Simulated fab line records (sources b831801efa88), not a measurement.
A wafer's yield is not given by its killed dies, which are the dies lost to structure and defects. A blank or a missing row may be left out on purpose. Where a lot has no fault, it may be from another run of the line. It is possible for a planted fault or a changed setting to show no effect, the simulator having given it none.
fab line records	flow gf180mcu	part 1 of 2: steps 1 to 29 of 39
record: lots: 5	wafers: 15	lastDay: 34
route steps=602 shown M1@317 V1@335
lots untouched by any fault: they come from a run of this same line in which no faults occurred
startH: hours from the record's opening day to when the first of the lot's shown wafers began	waitH: hours since the lot's step before	" as in the row above	L1.1+2: one row covering several wafers at once	- no value present, or no start provided	* or withheld: withheld	< > ~ a bound
route shown NAME@n: names a module that has steps shown in the file, with the first one's number in the route	usual: mean/standard deviation of fault-free wafers	same: alike in all rows	chamber/n: place in a boat	sites: each site's reading	_std_site: the values' standard deviation	_edge_site: the outer-site mean with the inner-site mean subtracted	radiusMm: how far each site lies from the wafer's centre	mask NAME#n: copy n	behind: the tool/chamber that last shaped the wafer	hold: cause of the lot's hold/its duration in hours/its outcome	device: which transistor (n, p or np) failed to switch	end of line: the tests these same wafers got at the end of their route	a step without rows: its recipe alone	killed: dies that structure and defects cost at the first sort, which is not the same as the wafer's yield	map: shows each die of a wafer: x if killed, . if not, _ if none is there
set.NAME: the setting as run; set.NAME@STEP: as run at that earlier step	model.NAME: the simulator's own value behind a step, which no gauge read
lots at some steps of the route; a table a step, a row a wafer
services: when a tool's chamber went out of use (startH, in hours from the record's first day, below 0 if earlier), for how many hours, and the reason
== steps ==
step: GF_M1_SPUTTER_02
recipe: material: AlCu	targetThkNm: 450	powerW: 10600	timeS: 23.9	chamberPressurePa: 0.4
usual: throttleValvePct: 30.0/1.5
lot.wafer	tool	chamber	startH	waitH	throttleValvePct
L075.1	pvdSputter-01	-	369.44	0.0	29.0
L075.3	"	-	"	"	29.8
L075.6	"	-	"	"	32.6
L081.1	pvdSputter-03	-	430.92	0.0	28.6
L081.3	"	-	"	"	29.9
L081.6	"	-	"	"	32.4
L083.1	pvdSputter-02	-	440.82	0.0	30.4
L083.3	"	-	"	"	29.5
L083.6	"	-	"	"	30.5
L084.1	pvdSputter-02	-	456.54	0.0	31.5
L084.2	"	-	"	"	30.5
L084.5	"	-	"	"	28.2
L097.1	pvdSputter-01	-	566.92	0.0	29.0
L097.4	"	-	"	"	30.0
L097.5	"	-	"	"	29.0
step: GF_M1_SPUTTER_03
recipe: material: Ti	targetThkNm: 10	substrateTempC: 300	chamberPressurePa: 0.3	powerW: 3000	timeS: 6.7
usual: throttleValvePct: 30.1/1.5
lot.wafer	tool	chamber	startH	waitH	throttleValvePct
L075.1	pvdSputter-01	-	369.47	0.0	29.0
L075.3	"	-	"	"	29.9
L075.6	"	-	"	"	32.2
L081.1	pvdSputter-03	-	430.95	0.0	28.4
L081.3	"	-	"	"	30.0
L081.6	"	-	"	"	32.8
L083.1	pvdSputter-02	-	440.85	0.0	30.5
L083.3	"	-	"	"	29.3
L083.6	"	-	"	"	30.2
L084.1	pvdSputter-02	-	456.57	0.0	31.9
L084.2	"	-	"	"	30.3
L084.5	"	-	"	"	28.3
L097.1	pvdSputter-01	-	566.95	0.0	29.0
L097.4	"	-	"	"	30.1
L097.5	"	-	"	"	29.0
step: GF_M1_SPUTTER_04
recipe: material: TiN	targetThkNm: 50	powerW: 6500	timeS: 41.7	chamberPressurePa: 0.4
usual: throttleValvePct: 30.0/1.5
lot.wafer	tool	chamber	startH	waitH	throttleValvePct
L075.1	pvdSputter-01	-	369.49	0.0	29.1
L075.3	"	-	"	"	29.6
L075.6	"	-	"	"	32.5
L081.1	pvdSputter-03	-	430.97	0.0	28.3
L081.3	"	-	"	"	29.8
L081.6	"	-	"	"	32.7
L083.1	pvdSputter-02	-	440.87	0.0	30.5
L083.3	"	-	"	"	29.6
L083.6	"	-	"	"	30.5
L084.1	pvdSputter-02	-	456.59	0.0	31.9
L084.2	"	-	"	"	30.2
L084.5	"	-	"	"	27.9
L097.1	pvdSputter-01	-	566.97	0.0	29.0
L097.4	"	-	"	"	30.2
L097.5	"	-	"	"	29.3
step: GF_M1_RS_MEAS_05
recipe: thkMeasGauge: four-point-probe	reads: TiN_of_M1_SPUTTER_04+Ti_of_M1_SPUTTER_03+AlCu_of_M1_SPUTTER_02+TiN_of_M1_SPUTTER_01+Ti_of_M1_SPUTTER_00
usual: M1_ALCU_RS: 0.0695/0.00073
lot.wafer	tool	chamber	startH	waitH	M1_ALCU_RS[ohm/sq]
L075.1	filmMetro-02	-	369.53	0.0	0.0683
L075.3	"	-	"	"	0.0690
L075.6	"	-	"	"	0.0687
L081.1	filmMetro-04	-	431.01	0.0	0.0695
L081.3	"	-	"	"	0.0691
L081.6	"	-	"	"	0.0695
L083.1	filmMetro-04	-	440.91	0.0	0.0696
L083.3	"	-	"	"	0.0691
L083.6	"	-	"	"	0.0698
L084.1	filmMetro-04	-	456.63	0.0	0.0698
L084.2	"	-	"	"	0.0699
L084.5	"	-	"	"	0.0693
L097.1	filmMetro-02	-	567.01	0.0	0.0700
L097.4	"	-	"	"	0.0706
L097.5	"	-	"	"	0.0699
step: GF_M1_THK_MEAS_06
recipe: thkMeasGauge: xrf	reads: AlCu_of_M1_SPUTTER_02
usual: M1_ALCU_THK: 455/5.3
lot.wafer	tool	chamber	startH	waitH	M1_ALCU_THK[nm]
L075.1	filmMetro-02	-	369.65	0.1	461
L075.3	"	-	"	"	455
L075.6	"	-	"	"	458
L081.1	filmMetro-04	-	431.13	0.1	461
L081.3	"	-	"	"	461
L081.6	"	-	"	"	460
L083.1	filmMetro-04	-	441.03	0.1	454
L083.3	"	-	"	"	460
L083.6	"	-	"	"	456
L084.1	filmMetro-04	-	456.75	0.1	454
L084.2	"	-	"	"	451
L084.5	"	-	"	"	457
L097.1	filmMetro-02	-	567.13	0.1	448
L097.4	"	-	"	"	443
L097.5	"	-	"	"	449
step: GF_M1_DEHYDRATE_07
recipe: tempC: 200	timeS: 60
usual: heaterPowerTotalW: 160.38/0.13
lot.wafer	tool	chamber	startH	waitH	heaterPowerTotalW
L075.1	lithoTrack-01	0	380.45	10.8	160.12
L075.3	"	0	"	"	160.33
L075.6	"	0	"	"	160.56
L081.1	lithoTrack-04	0	442.67	11.5	160.52
L081.3	"	0	"	"	160.29
L081.6	"	0	"	"	160.42
L083.1	lithoTrack-01	0	452.35	11.3	160.30
L083.3	"	0	"	"	160.42
L083.6	"	0	"	"	160.58
L084.1	lithoTrack-04	0	467.67	10.9	160.43
L084.2	"	0	"	"	160.26
L084.5	"	0	"	"	160.44
L097.1	lithoTrack-02	0	578.06	10.9	160.27
L097.4	"	0	"	"	160.31
L097.5	"	0	"	"	160.62
step: GF_M1_HMDS_08
recipe: primeTimeS: 60	primeTempC: 120
lot.wafer	tool	chamber	startH	waitH
L075.1+3+6	lithoTrack-01	0	380.60	0.1
L081.1+3+6	lithoTrack-04	0	442.82	0.1
L083.1+3+6	lithoTrack-01	0	452.50	0.1
L084.1+2+5	lithoTrack-04	0	467.82	0.1
L097.1+4+5	lithoTrack-02	0	578.21	0.1
step: GF_M1_COAT_09
recipe: resist: KrF	spinRpm: withheld	resistThkNm: 1000
lot.wafer	tool	chamber	startH	waitH
L075.1+3+6	lithoTrack-01	0	380.75	0.1
L081.1+3+6	lithoTrack-04	0	442.97	0.1
L083.1+3+6	lithoTrack-01	0	452.65	0.1
L084.1+2+5	lithoTrack-04	0	467.97	0.1
L097.1+4+5	lithoTrack-02	0	578.36	0.1
step: GF_M1_SOFTBAKE_10
recipe: tempC: 130	timeS: 60	resist: KrF
usual: heaterPowerTotalW: 93.05/0.056
lot.wafer	tool	chamber	startH	waitH	heaterPowerTotalW
L075.1	lithoTrack-01	0	380.90	0.1	92.95
L075.3	"	0	"	"	93.14
L075.6	"	0	"	"	93.02
L081.1	lithoTrack-04	0	443.12	0.1	92.95
L081.3	"	0	"	"	93.07
L081.6	"	0	"	"	93.13
L083.1	lithoTrack-01	0	452.80	0.1	93.10
L083.3	"	0	"	"	93.05
L083.6	"	0	"	"	93.07
L084.1	lithoTrack-04	0	468.12	0.1	93.13
L084.2	"	0	"	"	92.96
L084.5	"	0	"	"	93.01
L097.1	lithoTrack-02	0	578.51	0.1	92.99
L097.4	"	0	"	"	93.08
L097.5	"	0	"	"	93.06
step: GF_M1_EXPOSE_11
recipe: maskId: Metal1	targetCdNm: 230	na: 0.68	sourceShape: conventional	sigmaOuter: 0.6	doseMj: 28
same: na: 0.68
lot.wafer	tool	chamber	startH	waitH	mask
L075.1+3+6	krfScanner-01	0	-	-	Metal1#0
L081.1+3+6	krfScanner-01	0	-	-	Metal1#0
L083.1+3+6	krfScanner-02	0	-	-	Metal1#0
L084.1+2+5	krfScanner-02	0	-	-	Metal1#0
L097.1+4+5	krfScanner-02	0	-	-	Metal1#0
step: GF_M1_PEB_12
recipe: pebTempC: 135	pebTimeS: 90	resist: KrF
usual: heaterPowerTotalW: 85.69/0.089
same: pebTimeS: 90
lot.wafer	tool	chamber	startH	waitH	heaterPowerTotalW
L075.1	lithoTrack-01	0	-	-	85.58
L075.3	"	0	"	"	85.85
L075.6	"	0	"	"	85.60
L081.1	lithoTrack-02	0	-	-	85.91
L081.3	"	0	"	"	85.62
L081.6	"	0	"	"	85.83
L083.1	lithoTrack-02	0	-	-	85.65
L083.3	"	0	"	"	85.62
L083.6	"	0	"	"	85.59
L084.1	lithoTrack-04	0	-	-	85.83
L084.2	"	0	"	"	85.73
L084.5	"	0	"	"	85.53
L097.1	lithoTrack-02	0	-	-	85.82
L097.4	"	0	"	"	85.60
L097.5	"	0	"	"	85.69
step: GF_M1_DEVELOP_13
recipe: developTimeS: 61.74	devTempC: 21
lot.wafer	tool	chamber	startH	waitH
L075.1+3+6	lithoTrack-01	0	392.20	0.2
L081.1+3+6	lithoTrack-02	0	455.31	0.2
L083.1+3+6	lithoTrack-02	0	465.16	0.2
L084.1+2+5	lithoTrack-04	0	480.02	0.2
L097.1+4+5	lithoTrack-02	0	588.91	0.2
step: GF_M1_CD_MEAS_14
recipe: targetCdNm: 230
usual: cdNm: 230.0/1.5
lot.wafer	tool	chamber	startH	waitH	cdNm
L075.1	cdSem-02	-	392.35	0.1	230.1
L075.3	"	-	"	"	230.5
L075.6	"	-	"	"	231.6
L081.1	cdSem-02	-	455.46	0.1	231.3
L081.3	"	-	"	"	230.7
L081.6	"	-	"	"	230.8
L083.1	cdSem-01	-	465.31	0.1	230.2
L083.3	"	-	"	"	229.0
L083.6	"	-	"	"	229.5
L084.1	cdSem-01	-	480.17	0.1	226.4
L084.2	"	-	"	"	227.6
L084.5	"	-	"	"	227.1
L097.1	cdSem-02	-	589.06	0.1	230.6
L097.4	"	-	"	"	230.8
L097.5	"	-	"	"	231.0
step: GF_M1_OVL_MEAS_15
usual: M1_OVL: 1/6.3
lot.wafer	tool	chamber	startH	waitH	M1_OVL[nm]
L075.1	overlay-01	-	392.47	0.1	-2
L075.3	"	-	"	"	-5
L075.6	"	-	"	"	7
L081.1	overlay-02	-	455.58	0.1	-12
L081.3	"	-	"	"	-7
L081.6	"	-	"	"	-5
L083.1	overlay-02	-	465.43	0.1	17
L083.3	"	-	"	"	19
L083.6	"	-	"	"	11
L084.1	overlay-02	-	480.29	0.1	-2
L084.2	"	-	"	"	-5
L084.5	"	-	"	"	1
L097.1	overlay-02	-	589.18	0.1	-5
L097.4	"	-	"	"	-5
L097.5	"	-	"	"	-4
step: GF_M1_METAL_ETCH_16
recipe: chemistry: Cl2/BCl3	maskMaterial: KrF	targetDepthNm: 750.8	stopOn: SiO2	pressureMtorr: 8	icpW: 800	biasW: 140	Cl2_flow_sccm: 80	bcl3FlowSccm: 40	timeS: 125.1
usual: drypumpMotorCurrentA: 5.7/0.5	oesProductAu: 0.991/0.0063	throttleValvePct: 28.230/0.011
lot.wafer	tool	chamber	startH	waitH	drypumpMotorCurrentA	oesProductAu	rfHoursCounterH	throttleValvePct
L075.1	rieMetal-03	0	392.50	0.0	5.1	0.989	5	28.226
L075.3	"	1	"	"	6.0	0.991	-	28.238
L075.6	"	1	"	"	6.0	0.986	-	28.236
L081.1	rieMetal-04	0	455.61	0.0	6.2	0.990	13	28.233
L081.3	"	0	"	"	6.2	0.999	-	28.213
L081.6	"	1	"	"	5.0	0.987	-	28.246
L083.1	rieMetal-02	1	465.46	0.0	5.8	0.983	8	28.254
L083.3	"	1	"	"	5.8	0.974	-	28.238
L083.6	"	1	"	"	5.8	0.984	-	28.225
L084.1	rieMetal-02	1	480.33	0.0	5.8	0.989	9	28.242
L084.2	"	1	"	"	5.7	0.987	-	28.225
L084.5	"	1	"	"	5.8	1.002	-	28.229
L097.1	rieMetal-03	1	589.21	0.0	6.0	0.990	9	28.214
L097.4	"	1	"	"	6.0	0.996	-	28.222
L097.5	"	1	"	"	6.0	0.997	-	28.214
step: GF_M1_STRIP_17
recipe: chemistry: O2/N2	powerW: 1400	pressureMtorr: 1500	platenTempC: 250	o2FlowSccm: 3000	n2FlowSccm: 300	overashFraction: 0.5
usual: drypumpMotorCurrentA: 5.7/0.57	heaterPowerW: 301/17	oesProductAu: 0.537/0.0053	stripTimeToEndpointS: 7.37/0.048
lot.wafer	tool	chamber	startH	waitH	drypumpMotorCurrentA	heaterPowerW	oesProductAu	rfHoursCounterH	stripTimeToEndpointS
L075.1	plasmaAsher-03	1	392.63	0.1	6.0	300	0.540	58	7.35
L075.3	"	1	"	"	6.0	297	0.547	-	7.47
L075.6	"	0	"	"	6.4	277	0.541	-	7.44
L081.1	plasmaAsher-01	1	455.74	0.1	6.0	294	0.539	35	7.34
L081.3	"	0	"	"	6.2	341	0.539	-	7.33
L081.6	"	1	"	"	6.1	302	0.534	-	7.42
L083.1	plasmaAsher-02	1	465.72	0.2	4.9	317	0.538	3	7.44
L083.3	"	1	"	"	5.0	315	0.538	-	7.46
L083.6	"	0	"	"	5.2	297	0.538	-	7.46
L084.1	plasmaAsher-03	0	480.59	0.2	6.4	279	0.541	68	7.38
L084.2	"	1	"	"	6.0	312	0.541	68	7.37
L084.5	"	1	"	"	6.0	300	0.534	-	7.38
L097.1	plasmaAsher-02	0	589.34	0.1	5.2	300	0.538	17	7.35
L097.4	"	0	"	"	5.2	297	0.531	-	7.36
L097.5	"	1	"	"	4.9	322	0.532	-	7.33
step: GF_M1_STRIP_18
recipe: chemistry: postEtchResidueRemover	timeS: 1200	tempC: 72.5
usual: bathHeatDutyPct: 14.2/1.5	tempC: 72.50/0.12
lot.wafer	tool	chamber	startH	waitH	bathHeatDutyPct	tempC
L075.1	wetBench-02	0	392.73	0.1	14.7	72.43
L075.3	"	0	"	"	13.6	72.40
L075.6	"	0	"	"	13.6	72.52
L081.1	wetBench-01	0	455.84	0.1	13.3	72.51
L081.3	"	0	"	"	13.9	72.46
L081.6	"	0	"	"	14.5	72.59
L083.1	wetBench-02	2	465.82	0.1	14.4	72.69
L083.3	"	2	"	"	12.6	72.46
L083.6	"	2	"	"	14.7	72.32
L084.1	wetBench-01	3	480.69	0.1	18.4	72.45
L084.2	"	3	"	"	17.0	72.45
L084.5	"	3	"	"	17.2	72.61
L097.1	wetBench-01	0	589.44	0.1	15.6	72.61
L097.4	"	0	"	"	13.5	72.45
L097.5	"	0	"	"	14.5	72.80
step: GF_M1_CLEAN_19
recipe: chemistry: DIW	dry: n2Spin
lot.wafer	tool	chamber	startH	waitH
L075.1+3+6	wetBench-03	3	393.11	0.0
L081.1+3+6	wetBench-02	2	456.19	0.0
L083.1+3+6	wetBench-03	3	466.20	0.0
L084.1+2+5	wetBench-02	1	481.03	0.0
L097.1+4+5	wetBench-02	3	589.82	0.0
step: GF_V1_CVD_00
recipe: material: SiO2	targetThkNm: 600	sigmaOpenFrac: 0.3	tempC: 400	timeS: 100	sih4FlowSccm: 60	pressureMtorr: 6
lot.wafer	tool	chamber	startH	waitH
L075.1+3+6	hdpcvd-02	1,2,0	393.22	0.0
L081.1+3+6	hdpcvd-01	2,0,2	456.29	0.0
L083.1+3+6	hdpcvd-01	2,1,1	466.29	0.0
L084.1+2+5	hdpcvd-01	1,2,2	481.21	0.0
L097.1+4+5	hdpcvd-02	0,1,0	589.92	0.0
step: GF_V1_THK_MEAS_01
recipe: reads: SiO2_of_V1_CVD_00
usual: V1_CVD_00_THK: 600/6.5
lot.wafer	tool	chamber	startH	waitH	V1_CVD_00_THK[nm]
L075.1	filmMetro-02	-	393.29	0.0	590
L075.3	"	-	"	"	598
L075.6	"	-	"	"	598
L081.1	filmMetro-01	-	456.36	0.0	605
L081.3	"	-	"	"	603
L081.6	"	-	"	"	608
L083.1	filmMetro-03	-	466.36	0.0	592
L083.3	"	-	"	"	592
L083.6	"	-	"	"	587
L084.1	filmMetro-01	-	481.28	0.0	592
L084.2	"	-	"	"	596
L084.5	"	-	"	"	603
L097.1	filmMetro-01	-	589.99	0.0	606
L097.4	"	-	"	"	601
L097.5	"	-	"	"	589
step: GF_V1_CVD_02
recipe: material: SiO2	targetThkNm: 850	precursor: TEOS	tempC: 400	timeS: 94.851	rfW: 600
usual: heaterPowerOuterW: 370/89	heaterPowerW: 651/140
lot.wafer	tool	chamber	startH	waitH	heaterPowerOuterW	heaterPowerW	sinceWetCleanH
L075.1	pecvd-02	1	393.35	0.1	445	809	219
L075.3	"	2	"	"	226	457	219
L075.6	"	0	"	"	360	658	-
L081.1	pecvd-01	1	456.42	0.1	450	789	490
L081.3	"	0	"	"	437	676	490
L081.6	"	1	"	"	493	813	-
L083.1	pecvd-03	1	466.42	0.1	237	440	708
L083.3	"	2	"	"	445	750	708
L083.6	"	0	"	"	357	590	-
L084.1	pecvd-02	1	481.34	0.1	495	883	307
L084.2	"	2	"	"	265	500	307
L084.5	"	2	"	"	289	528	-
L097.1	pecvd-03	0	590.05	0.1	447	741	832
L097.4	"	0	"	"	462	758	-
L097.5	"	2	"	"	402	716	-
step: GF_V1_THK_MEAS_03
recipe: reads: SiO2_of_V1_CVD_02
usual: V1_CVD_02_THK: 856/10
lot.wafer	tool	chamber	startH	waitH	V1_CVD_02_THK[nm]
L075.1	filmMetro-01	-	393.42	0.0	846
L075.3	"	-	"	"	846
L075.6	"	-	"	"	853
L081.1	filmMetro-03	-	456.49	0.0	852
L081.3	"	-	"	"	853
L081.6	"	-	"	"	862
L083.1	filmMetro-03	-	466.49	0.0	850
L083.3	"	-	"	"	832
L083.6	"	-	"	"	852
L084.1	filmMetro-02	-	481.41	0.0	851
L084.2	"	-	"	"	858
L084.5	"	-	"	"	855
L097.1	filmMetro-03	-	590.12	0.0	842
L097.4	"	-	"	"	863
L097.5	"	-	"	"	858
step: GF_V1_CMP_04
recipe: material: SiO2	downForcePsi: 4	platenRpm: 60	padVelocityMS: 0.94248
usual: headPressurePsi: 4.000/0.008	motorCurrentA: 11.8/1.3	timeToEndpointS: 83/5.2
lot.wafer	tool	chamber	startH	waitH	headPressurePsi	motorCurrentA	timeToEndpointS
L075.1	cmp-01	2	393.58	0.1	3.999	12.7	81
L075.3	"	3	"	"	4.001	13.8	79
L075.6	"	1	"	"	3.992	12.8	82
L081.3	cmp-01	0	456.60	0.1	3.986	11.0	83
L081.1	"	1	"	"	4.003	12.7	83
L081.6	"	3	"	"	3.989	13.6	89
L083.3	cmp-02	3	466.55	0.0	4.012	10.2	80
L083.1	"	0	"	"	4.009	11.2	84
L083.6	"	0	"	"	3.997	10.5	82
L084.2	cmp-01	0	481.47	0.0	4.002	12.2	86
L084.1	"	1	"	"	4.010	13.2	79
L084.5	"	0	"	"	3.999	11.4	83
L097.4	cmp-01	1	590.28	0.1	4.003	12.4	86
L097.1	"	2	"	"	3.994	13.2	83
L097.5	"	0	"	"	3.994	11.5	83
step: GF_V1_BOW_MEAS_05
recipe: mode: bow
usual: V1_BOW: 81/7.1
lot.wafer	tool	chamber	startH	waitH	V1_BOW[um]
L075.1	filmMetro-02	-	393.78	0.1	83
L075.3	"	-	"	"	82
L075.6	"	-	"	"	90
L081.1	filmMetro-03	-	456.85	0.1	88
L081.3	"	-	"	"	94
L081.6	"	-	"	"	80
L083.1	filmMetro-02	-	466.85	0.2	86
L083.3	"	-	"	"	82
L083.6	"	-	"	"	81
L084.1	filmMetro-02	-	481.77	0.2	81
L084.2	"	-	"	"	76
L084.5	"	-	"	"	71
L097.1	filmMetro-03	-	590.48	0.1	84
L097.4	"	-	"	"	80
L097.5	"	-	"	"	90
step: GF_V1_DEHYDRATE_06
recipe: tempC: 200	timeS: 60
usual: heaterPowerTotalW: 160.38/0.12
lot.wafer	tool	chamber	startH	waitH	heaterPowerTotalW
L075.1	lithoTrack-01	0	405.05	11.3	160.40
L075.3	"	0	"	"	160.43
L075.6	"	0	"	"	160.58
L081.1	lithoTrack-04	0	468.27	11.4	160.36
L081.3	"	0	"	"	160.33
L081.6	"	0	"	"	160.27
L083.1	lithoTrack-01	0	478.45	11.6	160.19
L083.3	"	0	"	"	160.09
L083.6	"	0	"	"	160.39
L084.1	lithoTrack-04	0	492.62	10.8	160.25
L084.2	"	0	"	"	160.29
L084.5	"	0	"	"	160.28
L097.1	lithoTrack-03	0	601.04	10.5	160.23
L097.4	"	0	"	"	160.34
L097.5	"	0	"	"	160.37
step: GF_V1_HMDS_07
recipe: primeTimeS: 60	primeTempC: 120
lot.wafer	tool	chamber	startH	waitH
L075.1+3+6	lithoTrack-01	0	405.20	0.1
L081.1+3+6	lithoTrack-04	0	468.42	0.1
L083.1+3+6	lithoTrack-01	0	478.60	0.1
L084.1+2+5	lithoTrack-04	0	492.77	0.1
L097.1+4+5	lithoTrack-03	0	601.19	0.1
step: GF_V1_COAT_08
recipe: resist: BARC	tempC: withheld	timeS: withheld	spinRpm: withheld	resistThkNm: withheld
lot.wafer	tool	chamber	startH	waitH
L075.1+3+6	lithoTrack-01	0	405.35	0.1
L081.1+3+6	lithoTrack-04	0	468.57	0.1
L083.1+3+6	lithoTrack-01	0	478.75	0.1
L084.1+2+5	lithoTrack-04	0	492.92	0.1
L097.1+4+5	lithoTrack-03	0	601.34	0.1
step: GF_V1_COAT_09
recipe: resist: KrF	spinRpm: withheld	resistThkNm: 1000
lot.wafer	tool	chamber	startH	waitH
L075.1+3+6	lithoTrack-01	0	-	-
L081.1+3+6	lithoTrack-04	0	-	-
L083.1+3+6	lithoTrack-01	0	-	-
L084.1+2+5	lithoTrack-04	0	-	-
L097.1+4+5	lithoTrack-03	0	-	-
step: GF_V1_SOFTBAKE_10
recipe: tempC: 130	timeS: 60	resist: KrF
usual: heaterPowerTotalW: 93.05/0.064
lot.wafer	tool	chamber	startH	waitH	heaterPowerTotalW
L075.1	lithoTrack-01	0	-	-	92.98
L075.3	"	0	"	"	92.97
L075.6	"	0	"	"	92.96
L081.1	lithoTrack-04	0	-	-	93.09
L081.3	"	0	"	"	92.91
L081.6	"	0	"	"	93.02
L083.1	lithoTrack-01	0	-	-	92.95
L083.3	"	0	"	"	93.15
L083.6	"	0	"	"	93.06
L084.1	lithoTrack-04	0	-	-	92.89
L084.2	"	0	"	"	93.12
L084.5	"	0	"	"	93.17
L097.1	lithoTrack-03	0	-	-	93.08
L097.4	"	0	"	"	93.04
L097.5	"	0	"	"	93.12
